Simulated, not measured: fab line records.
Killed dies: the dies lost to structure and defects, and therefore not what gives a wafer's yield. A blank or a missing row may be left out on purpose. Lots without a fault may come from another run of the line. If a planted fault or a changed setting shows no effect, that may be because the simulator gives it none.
fab line records	flow sfqLine
record lots=6	wafers=18	lastDay=83
route steps=325 shown L0@8 L0V@16
lots that met no fault: from a run of the same line without faults
startH: hours from the record's first day to the start of the lot's first wafer shown	waitH: how many hours have passed since the lot's step before this one	" repeats the value in the row above	L1.1+2: several wafers, shown together as one row	- value missing, or start not given	* or withheld: withheld	< > ~ a bound
route shown NAME@n: NAME is a module with steps in the file, n the number in the route of the first one	usual: average and standard deviation across the fault-free wafers	same: alike in all rows	chamber/n: place in a boat	sites: per-site readings	_std_site: standard deviation of those values	_edge_site: outer sites' mean less inner sites'	radiusMm: for every site, how far away it sits from the centre of the wafer	mask NAME#n: copy n	behind: the most recent tool/chamber to have shaped the wafer	hold: cause of the lot's hold/its duration in hours/its outcome	device: the n, p or np transistor that did not switch	end of line: tests run on the same wafers once the route is complete	a step without rows: its recipe alone	killed: count of dies lost to structure and defects at first sort (not the wafer's yield)	map: a wafer's dies, x killed, . not, _ none there
set.NAME: the setting as run; set.NAME@STEP: as run at that earlier step	model.NAME: the simulator's own value behind a step, which no gauge read
certain route steps with their lots: each step a table, each wafer a row
services: when a tool's chamber went out of use (startH, in hours from the record's first day, below 0 if earlier), for how many hours, and the reason
## steps
# step SFQ_TRILAYER_L0_LITHO_SOFTBAKE_009
# recipe tempC=withheld	timeS=withheld	resist=KrF
# step SFQ_TRILAYER_L0_LITHO_EXPOSE_006
# recipe maskId=L0	na=0.6	sourceShape=conventional	sigmaOuter=0.65	targetCdNm=2000	doseMj=14.4
# step SFQ_TRILAYER_L0_LITHO_PEB_008
# recipe pebTempC=115	pebTimeS=60	resist=KrF
# step SFQ_TRILAYER_L0_LITHO_DEVELOP_007
# recipe timeS=60	resist=KrF
# step SFQ_TRILAYER_L0_BARC_OPEN_METAL_ETCH_010
# recipe maskMaterial=PR	chemistry=O2	targetDepthNm=125	target=BARC	icpW=600	biasW=80	pressureMtorr=10	timeS=41.7
# usual drypumpMotorCurrentA=5.3/0.36	oesProductAu=0.685/0.0046
lot.wafer	tool	chamber	startH	waitH	drypumpMotorCurrentA	oesProductAu	rfHoursCounterH
L786.1	rieMetal-03	0	40.82	0.1	4.8	0.678	149
L786.2	"	0	"	"	4.8	0.684	-
L786.5	"	0	"	"	4.8	0.691	-
L790.3	rieMetal-03	0	62.44	0.1	4.8	0.685	-
L790.4	"	1	"	"	5.7	0.686	-
L790.6	"	0	"	"	4.8	0.690	-
L791.1	rieMetal-03	0	70.39	0.1	4.8	0.688	155
L791.5	"	1	"	"	5.7	0.685	-
L791.6	"	0	"	"	4.8	0.687	-
L803.2	rieMetal-01	0	128.09	0.1	5.3	0.682	65
L803.5	"	0	"	"	5.2	0.682	-
L803.6	"	1	"	"	5.6	0.693	-
L804.1	rieMetal-03	1	134.84	0.1	5.7	0.686	15
L804.5	"	1	"	"	5.7	0.692	-
L804.6	"	0	"	"	4.8	0.685	-
L806.1	rieMetal-04	1	144.44	0.1	5.5	0.688	138
L806.3	"	1	"	"	5.5	0.679	-
L806.6	"	1	"	"	5.5	0.687	-
# step SFQ_TRILAYER_L0_ETCH_METAL_ETCH_008
# recipe target=MoNx_KI	stopOn=SiO2	maskMaterial=PR	chemistry=SF6/O2	targetDepthNm=50	icpW=600	biasW=80	pressureMtorr=10	timeS=25
# usual drypumpMotorCurrentA=5.3/0.36	oesProductAu=0.874/0.0061
lot.wafer	tool	chamber	startH	waitH	drypumpMotorCurrentA	oesProductAu	rfHoursCounterH
L786.1	rieMetal-03	0	40.94	0.1	4.8	0.884	149
L786.2	"	0	"	"	4.7	0.880	-
L786.5	"	0	"	"	4.8	0.871	-
L790.3	rieMetal-03	0	62.49	0.0	4.8	0.876	-
L790.4	"	1	"	"	5.8	0.877	-
L790.6	"	0	"	"	4.8	0.877	-
L791.1	rieMetal-03	0	70.45	0.0	4.8	0.870	155
L791.5	"	1	"	"	5.7	0.867	-
L791.6	"	0	"	"	4.8	0.878	-
L803.2	rieMetal-01	0	128.15	0.0	5.2	0.877	65
L803.5	"	0	"	"	5.2	0.876	-
L803.6	"	1	"	"	5.6	0.883	-
L804.1	rieMetal-03	1	134.90	0.0	5.8	0.869	15
L804.5	"	1	"	"	5.8	0.872	-
L804.6	"	0	"	"	4.8	0.875	-
L806.1	rieMetal-04	1	144.50	0.0	5.4	0.878	138
L806.3	"	1	"	"	5.5	0.887	-
L806.6	"	1	"	"	5.4	0.885	-
# step SFQ_TRILAYER_L0_STRIP_STRIP_009
# recipe gas=O2	powerW=200	platenTempC=40	overashFraction=0.65	chemistry=O2	pressureMtorr=50
# usual drypumpMotorCurrentA=5.3/0.35	oesProductAu=1.006/0.0076
lot.wafer	tool	chamber	startH	waitH	drypumpMotorCurrentA	oesProductAu	rfHoursCounterH
L786.1	rieMetal-03	0	41.03	0.1	4.8	1.005	149
L786.2	"	0	"	"	4.8	0.998	-
L786.5	"	0	"	"	4.8	1.007	-
L790.3	rieMetal-03	0	62.72	0.2	4.8	1.017	-
L790.4	"	1	"	"	5.7	1.010	-
L790.6	"	0	"	"	4.8	1.013	-
L791.1	rieMetal-03	0	70.50	0.0	4.8	1.004	155
L791.5	"	1	"	"	5.8	1.013	-
L791.6	"	0	"	"	4.8	1.014	-
L803.2	rieMetal-01	0	128.20	0.0	5.2	1.008	66
L803.5	"	0	"	"	5.2	1.003	-
L803.6	"	1	"	"	5.6	0.998	-
L804.1	rieMetal-03	1	134.95	0.0	5.7	1.020	15
L804.5	"	1	"	"	5.7	1.014	-
L804.6	"	0	"	"	4.7	1.007	-
L806.1	rieMetal-04	1	144.55	0.0	5.4	1.002	138
L806.3	"	1	"	"	5.4	1.000	-
L806.6	"	1	"	"	5.4	1.004	-
# step SFQ_TRILAYER_L0_STRIP_SOLV_CLEAN_010
# recipe chemistry=NMP	tempC=70	timeS=600
# step SFQ_TRILAYER_L0_CAP_PECVD_011
# recipe material=SiO2	tempC=150	timeS=13.333	pressureTorr=2.4	rfW=183.3	precursor=SiH4/N2O	targetThkNm=60
# usual heaterPowerW=82/15	throttleValvePct=24.5/1.7
lot.wafer	tool	chamber	startH	waitH	heaterPowerW	throttleValvePct
L786.1	pecvd-04	0	42.40	0.0	81	23.2
L786.2	"	1	"	"	114	23.1
L786.5	"	0	"	"	80	23.0
L790.3	pecvd-03	1	63.30	0.0	79	24.3
L790.4	"	1	"	"	79	24.3
L790.6	"	0	"	"	64	24.5
L791.1	pecvd-02	1	71.27	0.0	72	27.1
L791.5	"	0	"	"	90	27.7
L791.6	"	2	"	"	81	23.1
L803.2	pecvd-02	2	128.97	0.0	80	22.7
L803.5	"	1	"	"	76	27.0
L803.6	"	2	"	"	82	22.6
L804.1	pecvd-03	0	135.72	0.0	63	24.9
L804.5	"	0	"	"	62	24.7
L804.6	"	2	"	"	88	25.6
L806.1	pecvd-02	1	145.32	0.0	76	27.2
L806.3	"	2	"	"	93	22.7
L806.6	"	0	"	"	84	27.7
# step SFQ_TRILAYER_L0_VIA_LITHO_COAT_018
# recipe resist=BARC	spinRpm=3000	resistThkNm=62
# step SFQ_TRILAYER_L0_VIA_LITHO_COAT_013
# recipe resist=KrF	spinRpm=3063	resistThkNm=650
# step SFQ_TRILAYER_L0_VIA_LITHO_SOFTBAKE_017
# recipe tempC=withheld	timeS=withheld	resist=KrF
# step SFQ_TRILAYER_L0_VIA_LITHO_EXPOSE_014
# recipe maskId=L0V	na=0.6	sourceShape=conventional	sigmaOuter=0.65	targetCdNm=700	doseMj=21.3
lot.wafer	tool	chamber	startH	waitH	mask
L786.1+2+5	krfScanner-02	0	107.58	-	L0V#0
L790.3+4+6	krfScanner-02	0	130.78	-	L0V#0
L791.1+5+6	krfScanner-02	0	142.66	-	L0V#0
L803.2+5+6	krfScanner-02	0	212.01	-	L0V#0
L804.1+5+6	krfScanner-02	0	221.21	-	L0V#0
L806.1+3+6	krfScanner-02	0	229.61	-	L0V#0
# step SFQ_TRILAYER_L0_VIA_LITHO_PEB_016
# recipe pebTempC=115	pebTimeS=60	resist=KrF
# step SFQ_TRILAYER_L0_VIA_LITHO_DEVELOP_015
# recipe timeS=60	resist=KrF
# step SFQ_L0V_OVL_MEAS_903
# usual L0V_OVL=-1/4.9
lot.wafer	tool	chamber	startH	waitH	L0V_OVL[nm]
L786.1	overlay-02	-	109.08	0.1	-4
L786.2	"	-	"	"	-5
L786.5	"	-	"	"	0
L790.3	overlay-02	-	131.89	0.1	-7
L790.4	"	-	"	"	0
L790.6	"	-	"	"	-3
L791.1	overlay-01	-	144.16	0.1	-1
L791.5	"	-	"	"	-1
L791.6	"	-	"	"	-7
L803.2	overlay-01	-	213.31	0.1	8
L803.5	"	-	"	"	4
L803.6	"	-	"	"	4
L804.1	overlay-01	-	222.71	0.1	3
L804.5	"	-	"	"	2
L804.6	"	-	"	"	1
L806.1	overlay-01	-	231.11	0.1	1
L806.3	"	-	"	"	-1
L806.6	"	-	"	"	0
# step SFQ_TRILAYER_L0_VIA_BARC_OPEN_VIA_ETCH_021
# recipe maskMaterial=PR	chemistry=O2	targetDepthNm=125	target=BARC	sourceW=500	biasW=80	pressureMtorr=30	timeS=41.7
# usual drypumpMotorCurrentA=5.9/0.32	oesProductAu=0.685/0.0043
lot.wafer	tool	chamber	startH	waitH	drypumpMotorCurrentA	oesProductAu	rfHoursCounterH	model.L0V.cdNm
L786.1	rieDiel-02	0	109.11	0.0	5.6	0.685	137	700.1
L786.2	"	1	"	"	6.0	0.688	154	700.7
L786.5	"	3	"	"	6.4	0.681	-	700.6
L790.3	rieDiel-03	1	131.91	0.0	5.6	0.685	7	783.2
L790.4	"	2	"	"	6.2	0.684	-	759.7
L790.6	"	1	"	"	5.6	0.682	-	740.8
L791.1	rieDiel-03	3	144.19	0.0	6.1	0.685	62	760.7
L791.5	"	3	"	"	6.1	0.687	-	724.5
L791.6	"	2	"	"	6.3	0.689	-	742
L803.2	rieDiel-01	0	213.34	0.0	6.0	0.678	136	699
L803.5	"	1	"	"	5.6	0.691	-	699.6
L803.6	"	2	"	"	5.6	0.683	-	699.4
L804.1	rieDiel-01	2	222.74	0.0	5.6	0.686	117	699.8
L804.5	"	3	"	"	5.7	0.679	-	700.3
L804.6	"	0	"	"	6.0	0.688	-	700.2
L806.1	rieDiel-02	2	231.14	0.0	5.3	0.685	37	699.1
L806.3	"	0	"	"	5.6	0.680	139	698.9
L806.6	"	3	"	"	6.5	0.695	-	700
# step SFQ_TRILAYER_L0_VIA_ETCH_VIA_ETCH_016
# recipe target=SiO2	stopOn=MoNx_KI	maskMaterial=PR	chemistry=CHF3	targetDepthNm=80	sourceW=500	biasW=80	pressureMtorr=30	timeS=withheld
# usual drypumpMotorCurrentA=5.9/0.32	oesProductAu=0.843/0.0077
lot.wafer	tool	chamber	startH	waitH	drypumpMotorCurrentA	oesProductAu	model.L0V.cdNm
L786.1	rieDiel-02	0	109.15	0.0	5.6	0.845	699.9
L786.2	"	1	"	"	6.0	0.838	700.7
L786.5	"	3	"	"	6.5	0.855	700.5
L790.3	rieDiel-03	1	131.95	0.0	5.6	0.847	783
L790.4	"	2	"	"	6.2	0.851	759.6
L790.6	"	1	"	"	5.6	0.857	740.2
L791.1	rieDiel-03	3	144.23	0.0	6.1	0.843	761.1
L791.5	"	3	"	"	6.1	0.849	724.7
L791.6	"	2	"	"	6.2	0.841	742.2
L803.2	rieDiel-01	0	213.38	0.0	6.0	0.826	698.3
L803.5	"	1	"	"	5.6	0.850	699
L803.6	"	2	"	"	5.5	0.841	699.1
L804.1	rieDiel-01	2	222.78	0.0	5.6	0.835	699.5
L804.5	"	3	"	"	5.7	0.847	699.8
L804.6	"	0	"	"	6.0	0.844	699.8
L806.1	rieDiel-02	2	231.18	0.0	5.3	0.831	699.2
L806.3	"	0	"	"	5.6	0.839	698.9
L806.6	"	3	"	"	6.5	0.848	700
# step SFQ_TRILAYER_L0_VIA_STRIP_STRIP_017
# recipe gas=O2	powerW=200	platenTempC=40	overashFraction=0.65	chemistry=O2	pressureMtorr=50
# usual drypumpMotorCurrentA=5.3/0.32	oesProductAu=1.002/0.0093
lot.wafer	tool	chamber	startH	waitH	drypumpMotorCurrentA	oesProductAu	rfHoursCounterH
L786.1	rieMetal-02	0	109.20	-	5.3	1.005	38
L786.2	"	1	"	"	5.3	0.992	88
L786.5	"	0	"	"	5.3	0.999	-
L790.3	rieMetal-02	0	132.20	-	5.3	0.998	-
L790.4	"	1	"	"	5.3	0.990	-
L790.6	"	1	"	"	5.3	0.996	-
L791.1	rieMetal-03	1	144.28	-	5.8	1.015	16
L791.5	"	1	"	"	5.8	1.008	-
L791.6	"	0	"	"	4.8	1.006	-
L803.2	rieMetal-04	0	213.43	-	5.0	0.996	113
L803.5	"	0	"	"	5.0	1.003	-
L803.6	"	1	"	"	5.4	0.986	-
L804.1	rieMetal-02	0	222.83	-	5.3	0.985	57
L804.5	"	0	"	"	5.3	0.988	-
L804.6	"	1	"	"	5.2	1.007	-
L806.1	rieMetal-04	1	231.23	-	5.4	1.009	155
L806.3	"	0	"	"	5.1	0.999	-
L806.6	"	0	"	"	5.1	1.005	-
## services
tool	chamber	startH	hours	kind
krfScanner-02	-	28.04	4.4	pm
rieDiel-02	2	36.49	14.3	repair
krfScanner-02	-	48.01	1.0	pm
krfScanner-02	-	54.97	0.6	repair
rieDiel-03	2	59.62	5.0	repair
krfScanner-02	-	60.36	4.0	pm
krfScanner-02	-	67.20	0.8	repair
rieDiel-02	3	74.73	4.1	repair
rieDiel-02	1	92.68	7.7	repair
rieDiel-02	1	118.63	5.2	repair
pecvd-02	-	119.31	1.1	repair
rieDiel-03	0	131.44	16.1	repair
krfScanner-02	-	132.78	1.3	pm
krfScanner-02	-	136.27	3.3	repair
krfScanner-02	-	141.92	0.7	repair
pecvd-02	-	146.08	2.3	repair
krfScanner-02	-	147.46	0.8	pm
rieDiel-01	-	149.05	0.6	repair
rieMetal-01	-	183.82	4.3	pm
rieMetal-03	1	185.83	1.6	repair
rieDiel-03	-	191.62	2.8	pm
pecvd-02	-	194.25	14.0	pm
pecvd-02	-	208.25	2.8	pm
krfScanner-02	-	216.61	1.0	pm
## key
firstSign none at tools or gauges
modelEffect step=SFQ_TRILAYER_L0_VIA_BARC_OPEN_VIA_ETCH_021	value=L0V.cdNm	without=700.3	struck=751.8
modelEffect step=SFQ_TRILAYER_L0_VIA_ETCH_VIA_ETCH_016	value=L0V.cdNm	without=700.3	struck=751.8
metAt SFQ_TRILAYER_L0_VIA_LITHO_EXPOSE_014
struckWafers L790.3,L790.4,L790.6,L791.1,L791.5,L791.6
onsetBetween 107.58 130.78
alsoFits SFQ_TRILAYER_L0_VIA_BARC_OPEN_VIA_ETCH_021:rieDiel-03
fault kind=processParameterDrift	tool=krfScanner-02	chamber=-	onsetH=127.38	steps=SFQ_TRILAYER_L0_VIA_LITHO_EXPOSE_014	channel=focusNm	offset=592	spreadByWafer=0.3	shape=step	endH=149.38
